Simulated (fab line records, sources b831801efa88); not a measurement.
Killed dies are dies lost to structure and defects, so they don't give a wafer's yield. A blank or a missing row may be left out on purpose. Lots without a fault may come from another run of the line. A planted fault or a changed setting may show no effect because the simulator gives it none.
fab line records | flow sfq_line
record lots=5 wafers=15 last_day=81
route steps=325 shown I2@107 M3@118 I3@133
lots that met no fault: from a run of the same line without faults
start_h: hours from the record's first day to the start of the lot's first wafer shown | wait_h: hours since the lot's step before | " the same as in the row above | L1.1+2: a row that stands for several wafers | - no value, or no start given | * or withheld: withheld | < > ~ a bound
route shown NAME@n: a module of which the file shows steps, and the number in the route of the first | usual: mean/standard deviation of fault-free wafers | same: alike in all rows | chamber/n: place in a boat | sites: the reading at each site | _std_site: their standard deviation | _edge_site: outer sites' mean less inner sites' | radius_mm: how far each site lies from the wafer's centre | mask NAME#n: copy n | behind: the tool/chamber that last shaped the wafer | hold: why the lot was held/for how many hours/how that ended | device: the transistor (n, p or np) that didn't switch | end of line: the same wafers' tests at the end of the route | a step without rows: its recipe alone | killed: dies lost to structure and defects at the first sort, not the wafer's yield | map: a wafer's dies, x killed, . not, _ none there
set.NAME: the setting as run; set.NAME@STEP: as run at that earlier step | model.NAME: the simulator's own value behind a step, which no gauge read
lots at some steps of the route; a table a step, a row a wafer
services: from which hour (start_h, from the record's first day; less than 0 if before it) a tool's chamber was out of use, for how many hours, and why
## steps
# step SFQ_TRILAYER_I2_VIA_LITHO_COAT_072
# recipe resist=BARC spin_rpm=3000 resist_thk_nm=62
# usual chill_plate_temp_C=23.00/0.11 resist_line_temp_C=23.01/0.12
# columns lot.wafer tool chamber start_h wait_h chill_plate_temp_C resist_line_temp_C
L078.1 litho_track-02 0 503.19 1.0 23.09 22.95
L078.2 " 0 " " 22.90 23.07
L078.3 " 0 " " 23.21 23.14
L085.1 litho_track-03 0 584.08 1.0 22.82 22.98
L085.2 " 0 " " 23.03 22.98
L085.3 " 0 " " 23.02 22.91
L089.1 litho_track-04 0 611.07 1.0 23.10 22.81
L089.2 " 0 " " 22.95 23.00
L089.5 " 0 " " 22.94 22.94
L090.2 litho_track-04 0 616.05 0.8 23.06 23.00
L090.4 " 0 " " 23.02 23.02
L090.6 " 0 " " 23.09 23.14
L093.1 litho_track-04 0 638.07 1.0 22.91 22.95
L093.2 " 0 " " 22.88 22.88
L093.3 " 0 " " 22.90 22.98
# step SFQ_TRILAYER_I2_VIA_LITHO_COAT_067
# recipe resist=KrF spin_rpm=3000 resist_thk_nm=650
# usual chill_plate_temp_C=23.01/0.12 resist_line_temp_C=23.00/0.094
# columns lot.wafer tool chamber start_h wait_h chill_plate_temp_C resist_line_temp_C
L078.1 litho_track-02 0 503.49 0.2 23.16 23.02
L078.2 " 0 " " 23.09 22.85
L078.3 " 0 " " 23.17 22.96
L085.1 litho_track-03 0 584.38 0.2 23.07 23.09
L085.2 " 0 " " 23.00 23.04
L085.3 " 0 " " 22.92 23.02
L089.1 litho_track-04 0 611.37 0.2 23.13 22.87
L089.2 " 0 " " 23.06 22.81
L089.5 " 0 " " 23.11 22.97
L090.2 litho_track-04 0 616.35 0.2 22.99 22.97
L090.4 " 0 " " 23.06 22.89
L090.6 " 0 " " 23.20 22.82
L093.1 litho_track-04 0 638.37 0.2 23.03 22.98
L093.2 " 0 " " 23.05 23.05
L093.3 " 0 " " 22.96 23.09
# step SFQ_TRILAYER_I2_VIA_LITHO_SOFTBAKE_071
# recipe temp_c=withheld time_s=withheld resist=KrF
# usual chill_plate_temp_C=* resist_line_temp_C=*
# columns lot.wafer tool chamber start_h wait_h chill_plate_temp_C resist_line_temp_C
L078.1 litho_track-02 0 503.79 0.2 * *
L078.2 " 0 " " * *
L078.3 " 0 " " * *
L085.1 litho_track-03 0 584.68 0.2 * *
L085.2 " 0 " " * *
L085.3 " 0 " " * *
L089.1 litho_track-04 0 611.67 0.2 * *
L089.2 " 0 " " * *
L089.5 " 0 " " * *
L090.2 litho_track-04 0 616.63 0.2 * *
L090.4 " 0 " " * *
L090.6 " 0 " " * *
L093.1 litho_track-04 0 638.67 0.2 * *
L093.2 " 0 " " * *
L093.3 " 0 " " * *
# step SFQ_TRILAYER_I2_VIA_LITHO_EXPOSE_068
# recipe mask_id=I2 na=0.6 source_shape=conventional sigma_outer=0.65 target_cd_nm=500 dose_mj=21.3
# usual focus_offset_nm=-0.1/0.6
# columns lot.wafer tool chamber start_h wait_h mask focus_offset_nm
L078.1 krf_scanner-02 0 625.78 - I2#0 0.9
L078.2 " 0 " " I2#0 0.7
L078.3 " 0 " " I2#0 0.3
L085.1 krf_scanner-02 0 703.68 - I2#0 0.4
L085.2 " 0 " " I2#0 0.4
L085.3 " 0 " " I2#0 0.7
L089.1 krf_scanner-02 0 732.03 - I2#0 -0.1
L089.2 " 0 " " I2#0 -1.0
L089.5 " 0 " " I2#0 -0.6
L090.2 krf_scanner-02 0 735.83 - I2#0 -0.5
L090.4 " 0 " " I2#0 0.6
L090.6 " 0 " " I2#0 0.1
L093.1 krf_scanner-02 0 757.23 - I2#0 0.9
L093.2 " 0 " " I2#0 0.0
L093.3 " 0 " " I2#0 0.5
# step SFQ_TRILAYER_I2_VIA_LITHO_PEB_070
# recipe peb_temp_c=115 peb_time_s=60 resist=KrF
# usual chill_plate_temp_C=23.02/0.086 resist_line_temp_C=22.99/0.12
# columns lot.wafer tool chamber start_h wait_h chill_plate_temp_C resist_line_temp_C
L078.1 litho_track-02 0 626.98 1.0 22.99 22.96
L078.2 " 0 " " 23.18 23.03
L078.3 " 0 " " 23.06 23.07
L085.1 litho_track-03 0 704.88 1.0 23.10 23.19
L085.2 " 0 " " 23.18 23.23
L085.3 " 0 " " 23.01 23.11
L089.1 litho_track-02 0 733.23 1.0 22.94 22.90
L089.2 " 0 " " 23.01 22.90
L089.5 " 0 " " 22.95 22.91
L090.2 litho_track-04 0 736.85 0.8 22.93 22.97
L090.4 " 0 " " 23.06 23.08
L090.6 " 0 " " 22.99 22.99
L093.1 litho_track-03 0 758.43 1.0 23.13 23.00
L093.2 " 0 " " 23.00 22.81
L093.3 " 0 " " 22.98 22.86
# step SFQ_TRILAYER_I2_VIA_LITHO_DEVELOP_069
# recipe time_s=60 resist=KrF
# usual chill_plate_temp_C=23.01/0.1 resist_line_temp_C=22.98/0.093
# same time_s=60
# columns lot.wafer tool chamber start_h wait_h chill_plate_temp_C resist_line_temp_C
L078.1 litho_track-02 0 627.13 0.1 23.02 23.00
L078.2 " 0 " " 23.10 22.84
L078.3 " 0 " " 22.94 22.89
L085.1 litho_track-03 0 705.03 0.1 22.96 22.86
L085.2 " 0 " " 22.93 23.05
L085.3 " 0 " " 22.94 22.93
L089.1 litho_track-02 0 733.38 0.1 22.97 22.93
L089.2 " 0 " " 22.95 23.07
L089.5 " 0 " " 23.07 22.95
L090.2 litho_track-04 0 737.00 0.1 22.97 22.92
L090.4 " 0 " " 23.14 22.96
L090.6 " 0 " " 23.04 22.96
L093.1 litho_track-03 0 758.58 0.1 23.07 22.85
L093.2 " 0 " " 23.03 23.00
L093.3 " 0 " " 23.27 22.90
# step SFQ_I2_OVL_MEAS_918
# usual I2_OVL=-3/6.3
# columns lot.wafer tool chamber start_h wait_h I2_OVL[nm]
L078.1 overlay-01 - 627.28 0.1 2
L078.2 " - " " 3
L078.3 " - " " -2
L085.1 overlay-02 - 705.18 0.1 -11
L085.2 " - " " -8
L085.3 " - " " -7
L089.1 overlay-01 - 733.53 0.1 3
L089.2 " - " " 2
L089.5 " - " " -4
L090.2 overlay-02 - 737.13 0.1 -3
L090.4 " - " " -2
L090.6 " - " " 0
L093.1 overlay-01 - 758.73 0.1 -3
L093.2 " - " " -1
L093.3 " - " " 1
# step SFQ_TRILAYER_I2_VIA_BARC_OPEN_VIA_ETCH_096
# recipe mask_material=PR chemistry=O2 target_depth_nm=125 target=BARC source_w=500 bias_w=80 pressure_mtorr=30 time_s=41.7
# usual drypump_motor_current_A=5.7/0.3 oes_product_au=0.686/0.0046 rf_fwd_power_W=494.6/2.1
# same time_s=41.7
# columns lot.wafer tool chamber start_h wait_h drypump_motor_current_A oes_product_au rf_fwd_power_W rf_hours_counter_h
L078.1 rie_diel-02 3 627.31 0.0 5.4 0.686 495.1 5
L078.2 " 1 " " 5.7 0.681 496.2 5
L078.3 " 2 " " 5.0 0.684 495.5 5
L085.1 rie_diel-01 3 705.21 0.0 5.9 0.683 494.0 7
L085.2 " 2 " " 5.8 0.686 497.6 11
L085.3 " 3 " " 5.9 0.690 493.2 -
L089.1 rie_diel-02 3 733.56 0.0 5.4 0.687 493.6 8
L089.2 " 0 " " 5.5 0.690 491.7 3
L089.5 " 0 " " 5.5 0.686 493.7 -
L090.2 rie_diel-02 0 737.16 0.0 5.5 0.683 492.3 3
L090.4 " 1 " " 5.7 0.683 494.9 -
L090.6 " 3 " " 5.4 0.691 495.5 -
L093.1 rie_diel-01 3 758.76 0.0 5.9 0.688 494.1 8
L093.2 " 0 " " 6.1 0.689 494.7 8
L093.3 " 2 " " 5.8 0.694 498.5 12
# step SFQ_TRILAYER_I2_VIA_ETCH_VIA_ETCH_070
# recipe target=SiO2 stop_on=Nb mask_material=PR taper_deg=20 chemistry=CHF3 target_depth_nm=260 source_w=500 bias_w=78.43 pressure_mtorr=30 time_s=withheld
# usual drypump_motor_current_A=5.7/0.3 oes_product_au=0.854/0.0048 rf_fwd_power_W=498.2/1.6
# columns lot.wafer tool chamber start_h wait_h drypump_motor_current_A oes_product_au rf_fwd_power_W
L078.1 rie_diel-02 3 627.35 0.0 5.4 0.855 497.7
L078.2 " 1 " " 5.7 0.856 499.7
L078.3 " 2 " " 4.9 0.853 497.5
L085.1 rie_diel-01 3 705.27 0.0 5.9 0.853 500.3
L085.2 " 2 " " 5.8 0.854 497.4
L085.3 " 3 " " 5.9 0.849 500.1
L089.1 rie_diel-02 3 733.60 0.0 5.4 0.853 499.1
L089.2 " 0 " " 5.5 0.842 500.8
L089.5 " 0 " " 5.5 0.853 498.7
L090.2 rie_diel-02 0 737.20 0.0 5.4 0.860 498.4
L090.4 " 1 " " 5.7 0.845 499.0
L090.6 " 3 " " 5.4 0.852 497.0
L093.1 rie_diel-01 3 758.80 0.0 5.9 0.857 496.7
L093.2 " 0 " " 6.1 0.859 499.5
L093.3 " 2 " " 5.8 0.854 499.4
# step SFQ_TRILAYER_I2_VIA_STRIP_STRIP_071
# recipe gas=O2 power_w=200 platen_temp_c=40 overash_fraction=0.65 chemistry=O2 pressure_mtorr=50
# usual drypump_motor_current_A=5.42/0.27 oes_product_au=1.002/0.0073
# columns lot.wafer tool chamber start_h wait_h drypump_motor_current_A oes_product_au rf_hours_counter_h
L078.1 rie_metal-01 1 627.47 - 5.46 0.987 23
L078.2 " 0 " " 5.91 0.993 56
L078.3 " 1 " " 5.47 0.994 -
L085.1 rie_metal-01 1 705.44 - 5.45 1.009 39
L085.2 " 0 " " 5.89 0.993 71
L085.3 " 1 " " 5.47 1.012 -
L089.1 rie_metal-03 0 733.72 - 5.49 1.006 48
L089.2 " 1 " " 5.31 1.004 155
L089.5 " 0 " " 5.49 0.996 -
L090.2 rie_metal-01 1 737.32 - 5.47 1.007 44
L090.4 " 1 " " 5.46 1.011 -
L090.6 " 1 " " 5.46 1.007 -
L093.1 rie_metal-01 0 758.92 - 5.91 1.010 81
L093.2 " 1 " " 5.48 1.007 49
L093.3 " 0 " " 5.91 1.015 -
# step SFQ_TRILAYER_I2_VIA_STRIP_SOLV_CLEAN_072
# recipe chemistry=NMP temp_c=70 time_s=600
# usual bath_guard_temp_C=69.9/0.49
# same time_s=600
# columns lot.wafer tool chamber start_h wait_h bath_guard_temp_C
L078.1 wet_bench-02 7 628.07 0.4 70.1
L078.2 " 2 " " 69.4
L078.3 " 6 " " 69.9
L085.1 wet_bench-02 7 706.04 0.4 70.0
L085.2 " 0 " " 70.3
L085.3 " 1 " " 70.3
L089.1 wet_bench-03 1 734.32 0.4 69.3
L089.2 " 4 " " 70.7
L089.5 " 5 " " 69.2
L090.2 wet_bench-04 4 737.92 0.4 70.8
L090.4 " 6 " " 69.7
L090.6 " 5 " " 70.4
L093.1 wet_bench-03 3 759.52 0.4 70.0
L093.2 " 2 " " 70.0
L093.3 " 5 " " 69.2
# step SFQ_TRILAYER_M3_DEP_PRE_CLEAN_074
# recipe gas=Ar time_s=22.5 bias_v=250
# same time_s=22.5
# columns lot.wafer tool chamber start_h wait_h
L078.1+2+3 pvd_sputter-04 - 628.24 0.0
L085.1+2+3 pvd_sputter-05 - 706.23 0.0
L089.1+2+5 pvd_sputter-04 - 734.49 0.0
L090.2+4+6 pvd_sputter-05 - 738.09 0.0
L093.1+2+3 pvd_sputter-03 - 759.69 0.0
# step SFQ_TRILAYER_M3_DEP_SPUTTER_073
# recipe material=Nb base_pressure_pa=1.33e-06 chamber_pressure_pa=0.1333 substrate_temp_c=20 resputter_cathode_voltage_v=400 target_thk_nm=200 power_w=2000 time_s=133.3
# usual throttle_valve_pct=30.6/0.97
# same time_s=133.3
# columns lot.wafer tool chamber start_h wait_h throttle_valve_pct
L078.1 pvd_sputter-04 - 628.27 0.0 33.1
L078.2 " - " " 29.9
L078.3 " - " " 30.5
L085.1 pvd_sputter-05 - 706.26 0.0 31.5
L085.2 " - " " 30.0
L085.3 " - " " 30.2
L089.1 pvd_sputter-04 - 734.52 0.0 33.1
L089.2 " - " " 30.4
L089.5 " - " " 30.3
L090.2 pvd_sputter-05 - 738.12 0.0 30.0
L090.4 " - " " 30.1
L090.6 " - " " 31.7
L093.1 pvd_sputter-03 - 759.72 0.0 31.5
L093.2 " - " " 29.8
L093.3 " - " " 30.8
# step SFQ_M3_RS_MEAS_919
# recipe thk_meas_gauge=four-point-probe reads=Nb_of_TRILAYER_M3_DEP_SPUTTER_073
# usual M3_NB_RS=0.894/0.0098
# columns lot.wafer tool chamber start_h wait_h M3_NB_RS[ohm/sq]
L078.1 film_metro-04 - 628.36 0.0 0.913
L078.2 " - " " 0.908
L078.3 " - " " 0.911
L085.1 film_metro-04 - 706.35 0.0 0.888
L085.2 " - " " 0.899
L085.3 " - " " 0.890
L089.1 film_metro-04 - 734.61 0.0 0.905
L089.2 " - " " 0.913
L089.5 " - " " 0.905
L090.2 film_metro-03 - 738.23 0.1 0.883
L090.4 " - " " 0.889
L090.6 " - " " 0.880
L093.1 film_metro-03 - 759.81 0.0 0.887
L093.2 " - " " 0.882
L093.3 " - " " 0.886
# step SFQ_TRILAYER_M3_LITHO_COAT_080
# recipe resist=BARC spin_rpm=3000 resist_thk_nm=62
# usual chill_plate_temp_C=22.99/0.099 resist_line_temp_C=23.00/0.11
# columns lot.wafer tool chamber start_h wait_h chill_plate_temp_C resist_line_temp_C
L078.1 litho_track-01 0 628.54 0.1 22.94 22.95
L078.2 " 0 " " 22.81 22.85
L078.3 " 0 " " 22.88 22.99
L085.1 litho_track-03 0 706.53 0.1 22.91 22.88
L085.2 " 0 " " 22.94 22.89
L085.3 " 0 " " 23.03 22.95
L089.1 litho_track-03 0 734.79 0.1 22.95 23.00
L089.2 " 0 " " 22.85 23.05
L089.5 " 0 " " 23.00 22.86
L090.2 litho_track-01 0 738.44 0.1 23.19 23.13
L090.4 " 0 " " 23.09 23.08
L090.6 " 0 " " 23.28 23.01
L093.1 litho_track-01 0 759.99 0.1 23.02 23.01
L093.2 " 0 " " 23.02 23.05
L093.3 " 0 " " 23.15 22.95
# step SFQ_TRILAYER_M3_LITHO_COAT_075
# recipe resist=KrF spin_rpm=3000 resist_thk_nm=600
# usual chill_plate_temp_C=22.99/0.11 resist_line_temp_C=22.99/0.12
# columns lot.wafer tool chamber start_h wait_h chill_plate_temp_C resist_line_temp_C
L078.1 litho_track-01 0 628.84 0.2 22.97 22.63
L078.2 " 0 " " 22.90 22.86
L078.3 " 0 " " 23.12 22.97
L085.1 litho_track-03 0 706.83 0.2 22.97 22.96
L085.2 " 0 " " 23.05 22.93
L085.3 " 0 " " 22.89 22.84
L089.1 litho_track-03 0 735.09 0.2 23.14 23.05
L089.2 " 0 " " 23.13 23.12
L089.5 " 0 " " 22.99 23.11
L090.2 litho_track-01 0 738.74 0.2 23.00 22.95
L090.4 " 0 " " 23.01 22.92
L090.6 " 0 " " 23.02 23.07
L093.1 litho_track-01 0 760.29 0.2 22.96 22.88
L093.2 " 0 " " 23.04 22.99
L093.3 " 0 " " 23.05 23.01
# step SFQ_TRILAYER_M3_LITHO_SOFTBAKE_079
# recipe temp_c=withheld time_s=withheld resist=KrF
# usual chill_plate_temp_C=* resist_line_temp_C=*
# columns lot.wafer tool chamber start_h wait_h chill_plate_temp_C resist_line_temp_C
L078.1 litho_track-01 0 629.14 0.2 * *
L078.2 " 0 " " * *
L078.3 " 0 " " * *
L085.1 litho_track-03 0 707.13 0.2 * *
L085.2 " 0 " " * *
L085.3 " 0 " " * *
L089.1 litho_track-03 0 735.39 0.2 * *
L089.2 " 0 " " * *
L089.5 " 0 " " * *
L090.2 litho_track-01 0 739.02 0.2 * *
L090.4 " 0 " " * *
L090.6 " 0 " " * *
L093.1 litho_track-01 0 760.59 0.2 * *
L093.2 " 0 " " * *
L093.3 " 0 " " * *
# step SFQ_TRILAYER_M3_LITHO_EXPOSE_076
# recipe mask_id=M3 na=0.6 source_shape=conventional sigma_outer=0.65 target_cd_nm=500 dose_mj=14.4
# usual focus_offset_nm=0.1/0.54
# columns lot.wafer tool chamber start_h wait_h mask focus_offset_nm
L078.1 krf_scanner-01 0 673.10 - M3#0 0.3
L078.2 " 0 " " M3#0 -0.2
L078.3 " 0 " " M3#0 -0.4
L085.1 krf_scanner-01 0 756.75 - M3#0 -0.9
L085.2 " 0 " " M3#0 -0.2
L085.3 " 0 " " M3#0 -0.4
L089.1 krf_scanner-01 0 793.30 - M3#0 0.8
L089.2 " 0 " " M3#0 0.0
L089.5 " 0 " " M3#0 0.6
L090.2 krf_scanner-01 0 797.10 - M3#0 0.3
L090.4 " 0 " " M3#0 0.2
L090.6 " 0 " " M3#0 -0.2
L093.1 krf_scanner-01 0 817.30 - M3#0 0.7
L093.2 " 0 " " M3#0 1.2
L093.3 " 0 " " M3#0 0.8
# step SFQ_TRILAYER_M3_LITHO_PEB_078
# recipe peb_temp_c=114.6 peb_time_s=60 resist=KrF
# usual chill_plate_temp_C=23.02/0.098 resist_line_temp_C=23.01/0.095
# columns lot.wafer tool chamber start_h wait_h chill_plate_temp_C resist_line_temp_C
L078.1 litho_track-01 0 674.30 1.0 22.97 22.94
L078.2 " 0 " " 22.91 23.09
L078.3 " 0 " " 23.02 22.98
L085.1 litho_track-02 0 757.95 1.0 23.07 23.32
L085.2 " 0 " " 23.03 23.18
L085.3 " 0 " " 22.99 23.21
L089.1 litho_track-03 0 794.50 1.0 23.05 23.18
L089.2 " 0 " " 22.99 23.00
L089.5 " 0 " " 22.99 23.14
L090.2 litho_track-01 0 798.13 0.8 23.07 22.95
L090.4 " 0 " " 22.80 22.94
L090.6 " 0 " " 22.80 23.02
L093.1 litho_track-03 0 818.50 1.0 23.01 22.79
L093.2 " 0 " " 22.98 23.02
L093.3 " 0 " " 22.96 22.98
# step SFQ_TRILAYER_M3_LITHO_DEVELOP_077
# recipe time_s=60 resist=KrF
# usual chill_plate_temp_C=22.99/0.1 resist_line_temp_C=23.03/0.1
# same time_s=60
# columns lot.wafer tool chamber start_h wait_h chill_plate_temp_C resist_line_temp_C
L078.1 litho_track-01 0 674.45 0.1 22.87 23.08
L078.2 " 0 " " 23.03 23.12
L078.3 " 0 " " 23.05 22.91
L085.1 litho_track-02 0 758.10 0.1 23.02 22.81
L085.2 " 0 " " 23.12 23.03
L085.3 " 0 " " 23.00 22.93
L089.1 litho_track-03 0 794.65 0.1 23.13 23.14
L089.2 " 0 " " 23.12 23.13
L089.5 " 0 " " 23.08 23.12
L090.2 litho_track-01 0 798.28 0.1 23.01 22.89
L090.4 " 0 " " 22.82 22.95
L090.6 " 0 " " 23.04 23.02
L093.1 litho_track-03 0 818.65 0.1 23.01 22.90
L093.2 " 0 " " 23.03 22.96
L093.3 " 0 " " 23.01 23.00
# step SFQ_M3_OVL_MEAS_921
# usual M3_OVL=3/4.9
# columns lot.wafer tool chamber start_h wait_h M3_OVL[nm]
L078.1 overlay-01 - 674.60 0.1 9
L078.2 " - " " 2
L078.3 " - " " 6
L085.1 overlay-02 - 758.25 0.1 7
L085.2 " - " " 5
L085.3 " - " " 5
L089.1 overlay-01 - 794.80 0.1 0
L089.2 " - " " -1
L089.5 " - " " -3
L090.2 overlay-01 - 798.41 0.1 3
L090.4 " - " " 4
L090.6 " - " " 3
L093.1 overlay-02 - 818.80 0.1 0
L093.2 " - " " -1
L093.3 " - " " -2
# step SFQ_TRILAYER_M3_BARC_OPEN_METAL_ETCH_100
# recipe mask_material=PR chemistry=O2 target_depth_nm=125 target=BARC icp_w=600 bias_w=80 pressure_mtorr=10 time_s=41.7
# usual drypump_motor_current_A=5.6/0.43 oes_product_au=0.685/0.005 rf_fwd_power_W=594.0/2.2
# same time_s=41.7
# columns lot.wafer tool chamber start_h wait_h drypump_motor_current_A oes_product_au rf_fwd_power_W rf_hours_counter_h
L078.1 rie_metal-04 0 674.64 0.0 6.1 0.683 596.7 113
L078.2 " 1 " " 5.7 0.683 593.2 78
L078.3 " 1 " " 5.7 0.682 594.9 -
L085.1 rie_metal-02 1 758.29 0.0 5.4 0.686 597.6 76
L085.2 " 0 " " 4.7 0.689 594.5 85
L085.3 " 1 " " 5.4 0.689 597.0 -
L089.1 rie_metal-03 1 794.84 0.0 5.3 0.680 593.4 165
L089.2 " 0 " " 5.5 0.682 594.6 58
L089.5 " 1 " " 5.3 0.684 596.0 -
L090.2 rie_metal-04 1 798.44 0.0 5.6 0.687 592.1 103
L090.4 " 1 " " 5.6 0.682 592.3 -
L090.6 " 1 " " 5.6 0.692 591.2 -
L093.1 rie_metal-03 0 818.84 0.0 5.5 0.682 591.9 63
L093.2 " 0 " " 5.5 0.689 591.8 -
L093.3 " 0 " " 5.5 0.679 592.7 -
# step SFQ_TRILAYER_M3_ETCH_METAL_ETCH_078
# recipe target=Nb stop_on=SiO2 mask_material=PR chemistry=Cl2/Ar target_depth_nm=240 icp_w=600 bias_w=80 pressure_mtorr=10 time_s=120
# usual drypump_motor_current_A=5.6/0.43 oes_product_au=0.892/0.0072 rf_fwd_power_W=596.9/1.9
# same time_s=120
# columns lot.wafer tool chamber start_h wait_h drypump_motor_current_A oes_product_au rf_fwd_power_W rf_hours_counter_h
L078.1 rie_metal-04 0 674.70 0.0 6.1 0.885 599.3 113
L078.2 " 1 " " 5.6 0.888 597.2 78
L078.3 " 1 " " 5.6 0.890 599.2 -
L085.1 rie_metal-02 1 758.35 0.0 5.4 0.895 594.6 76
L085.2 " 0 " " 4.7 0.893 596.4 85
L085.3 " 1 " " 5.4 0.893 597.6 -
L089.1 rie_metal-03 1 794.90 0.0 5.3 0.885 599.8 165
L089.2 " 0 " " 5.5 0.882 600.4 58
L089.5 " 1 " " 5.3 0.889 598.6 -
L090.2 rie_metal-04 1 798.50 0.0 5.7 0.898 595.7 103
L090.4 " 1 " " 5.6 0.897 597.7 -
L090.6 " 1 " " 5.6 0.898 597.9 -
L093.1 rie_metal-03 0 818.96 0.1 5.5 0.895 595.9 63
L093.2 " 0 " " 5.5 0.904 599.2 -
L093.3 " 0 " " 5.5 0.901 596.1 -
# step SFQ_TRILAYER_M3_STRIP_STRIP_079
# recipe gas=O2 power_w=200 platen_temp_c=40 overash_fraction=0.65 chemistry=O2 pressure_mtorr=50
# usual drypump_motor_current_A=5.6/0.43 oes_product_au=1.003/0.007
# columns lot.wafer tool chamber start_h wait_h drypump_motor_current_A oes_product_au rf_hours_counter_h
L078.1 rie_metal-04 0 674.82 0.1 6.1 1.013 113
L078.2 " 1 " " 5.7 1.005 78
L078.3 " 1 " " 5.7 1.001 -
L085.1 rie_metal-02 1 758.47 0.1 5.4 1.002 76
L085.2 " 0 " " 4.7 1.003 85
L085.3 " 1 " " 5.4 0.997 -
L089.1 rie_metal-03 1 795.02 0.1 5.3 1.001 165
L089.2 " 0 " " 5.5 0.994 58
L089.5 " 1 " " 5.3 0.994 -
L090.2 rie_metal-04 1 798.62 0.1 5.7 0.997 103
L090.4 " 1 " " 5.7 1.010 -
L090.6 " 1 " " 5.7 1.008 -
L093.1 rie_metal-03 0 819.21 0.2 5.5 0.992 63
L093.2 " 0 " " 5.5 0.991 -
L093.3 " 0 " " 5.5 0.995 -
# step SFQ_TRILAYER_M3_STRIP_SOLV_CLEAN_080
# recipe chemistry=NMP temp_c=70 time_s=600
# usual bath_guard_temp_C=70.2/0.39
# same time_s=600
# columns lot.wafer tool chamber start_h wait_h bath_guard_temp_C
L078.1 wet_bench-04 0 675.42 0.4 70.6
L078.2 " 4 " " 70.6
L078.3 " 5 " " 70.7
L085.1 wet_bench-01 4 759.07 0.4 69.7
L085.2 " 3 " " 70.9
L085.3 " 2 " " 70.0
L089.1 wet_bench-04 2 795.62 0.4 70.0
L089.2 " 6 " " 70.1
L089.5 " 0 " " 70.7
L090.2 wet_bench-01 1 799.22 0.4 69.8
L090.4 " 2 " " 69.9
L090.6 " 0 " " 70.0
L093.1 wet_bench-03 7 820.41 1.0 70.1
L093.2 " 1 " " 69.8
L093.3 " 5 " " 69.7
# step SFQ_TRILAYER_I3_DEP_PECVD_081
# recipe material=SiO2 temp_c=150 time_s=111.11 pressure_torr=2.4 rf_w=183.3 precursor=SiH4/N2O target_thk_nm=500
# usual heater_power_outer_w=28/9.4 heater_power_w=83/18 rf_fwd_power_W=182.5/0.61 susceptor_temp_C=150.00/0.15 throttle_valve_pct=24.2/1.9
# same time_s=111.11
# columns lot.wafer tool chamber start_h wait_h heater_power_outer_w heater_power_w rf_fwd_power_W susceptor_temp_C throttle_valve_pct
L078.1 pecvd-04 2 675.60 0.0 29 80 182.2 150.28 22.1
L078.2 " 1 " " 37 106 183.0 149.82 24.7
L078.3 " 0 " " 19 69 181.7 149.97 22.9
L085.1 pecvd-01 2 759.25 0.0 40 91 182.1 149.92 22.9
L085.2 " 1 " " 31 86 182.0 149.79 23.0
L085.3 " 0 " " 18 64 183.2 149.86 24.5
L089.1 pecvd-04 2 795.80 0.0 30 81 183.2 149.77 22.1
L089.2 " 1 " " 32 100 182.8 150.00 25.1
L089.5 " 1 " " 35 109 182.9 150.08 25.0
L090.2 pecvd-01 1 799.57 0.0 27 86 182.6 150.13 23.1
L090.4 " 2 " " 36 88 183.0 150.16 22.7
L090.6 " 1 " " 29 85 182.8 150.15 23.1
L093.1 pecvd-04 2 820.58 0.0 32 84 182.3 150.11 22.1
L093.2 " 0 " " 16 66 183.0 149.84 23.4
L093.3 " 1 " " 29 98 181.2 150.12 25.2
# step SFQ_TRILAYER_I3_CMP_CMP_082
# recipe material=SiO2 down_force_psi=3 platen_rpm=60 pad_velocity_m_s=0.94248
# usual motor_current_A=10.4/0.99 time_to_endpoint_s=215/6.8
# columns lot.wafer tool chamber start_h wait_h motor_current_A time_to_endpoint_s
L078.2 cmp-02 0 683.68 8.0 10.8 215
L078.3 " 1 " " 10.9 205
L078.1 " 2 " " 12.0 210
L085.2 cmp-02 3 781.47 22.2 9.8 224
L085.3 " 0 " " 9.8 221
L085.1 " 1 " " 10.6 223
L089.2 cmp-02 0 817.47 21.6 10.2 205
L089.1 " 3 818.97 23.1 11.6 203
L089.5 " 1 819.97 24.1 10.1 213
L090.2 cmp-01 1 823.09 23.5 9.4 212
L090.4 " 2 " " 8.5 211
L090.6 " 0 824.59 24.9 11.9 222
L093.3 cmp-01 0 845.37 24.8 11.3 216
L093.2 " 2 846.37 25.8 9.0 207
L093.1 " 3 " " 11.0 209
# step SFQ_I3_BOW_MEAS_922
# recipe mode=bow
# usual I3_BOW=5/10
# columns lot.wafer tool chamber start_h wait_h I3_BOW[um]
L078.1 film_metro-02 - 686.68 1.5 9
L078.2 " - " " -6
L078.3 " - " " -1
L085.1 film_metro-04 - 784.47 1.5 4
L085.2 " - " " 5
L085.3 " - " " -2
L089.1 film_metro-01 - 820.47 1.0 -1
L089.2 " - " " -2
L089.5 " - " " 2
L090.2 film_metro-01 - 825.61 2.0 -3
L090.4 " - " " 8
L090.6 " - " " 14
L093.1 film_metro-02 - 848.37 1.0 8
L093.2 " - " " 15
L093.3 " - " " 1
# step SFQ_TRILAYER_I3_METRO_MEASURE_083
# usual thk_nm=199.6/0.91
# columns lot.wafer tool chamber start_h wait_h thk_nm
L078.1 film_metro-02 - 686.80 0.1 200.3
L078.2 " - " " 199.6
L078.3 " - " " 200.0
L085.1 film_metro-04 - 784.59 0.1 200.1
L085.2 " - " " 199.8
L085.3 " - " " 201.5
L089.1 film_metro-01 - 820.59 0.1 199.1
L089.2 " - " " 200.1
L089.5 " - " " 198.1
L090.2 film_metro-01 - 825.91 0.3 198.6
L090.4 " - " " 198.3
L090.6 " - " " 197.6
L093.1 film_metro-02 - 848.49 0.1 199.4
L093.2 " - " " 197.8
L093.3 " - " " 200.8
## services
# columns tool chamber start_h hours kind
krf_scanner-02 - 481.43 1.3 pm
rie_diel-02 0 496.11 13.0 repair
krf_scanner-02 - 501.93 1.0 pm
rie_metal-01 1 511.03 7.9 repair
krf_scanner-01 - 525.69 4.0 pm
rie_metal-04 - 552.34 2.8 pm
rie_metal-03 1 554.65 3.9 repair
krf_scanner-01 - 558.52 1.3 pm
krf_scanner-02 - 579.50 7.1 repair
krf_scanner-01 - 587.42 0.8 pm
krf_scanner-02 - 590.23 0.8 pm
krf_scanner-01 - 591.77 1.0 pm
krf_scanner-01 - 613.00 1.3 repair
krf_scanner-02 - 655.78 1.3 pm
krf_scanner-02 - 671.48 1.0 pm
krf_scanner-02 - 714.48 0.8 pm
rie_diel-02 2 733.17 52.4 repair
krf_scanner-01 - 734.30 1.3 pm
krf_scanner-01 - 751.20 0.8 pm
krf_scanner-02 - 758.43 0.8 pm
krf_scanner-01 - 760.35 1.0 pm
krf_scanner-01 - 770.95 0.8 pm
krf_scanner-02 - 831.18 1.3 pm
krf_scanner-02 - 839.68 1.0 pm
## key
fault none
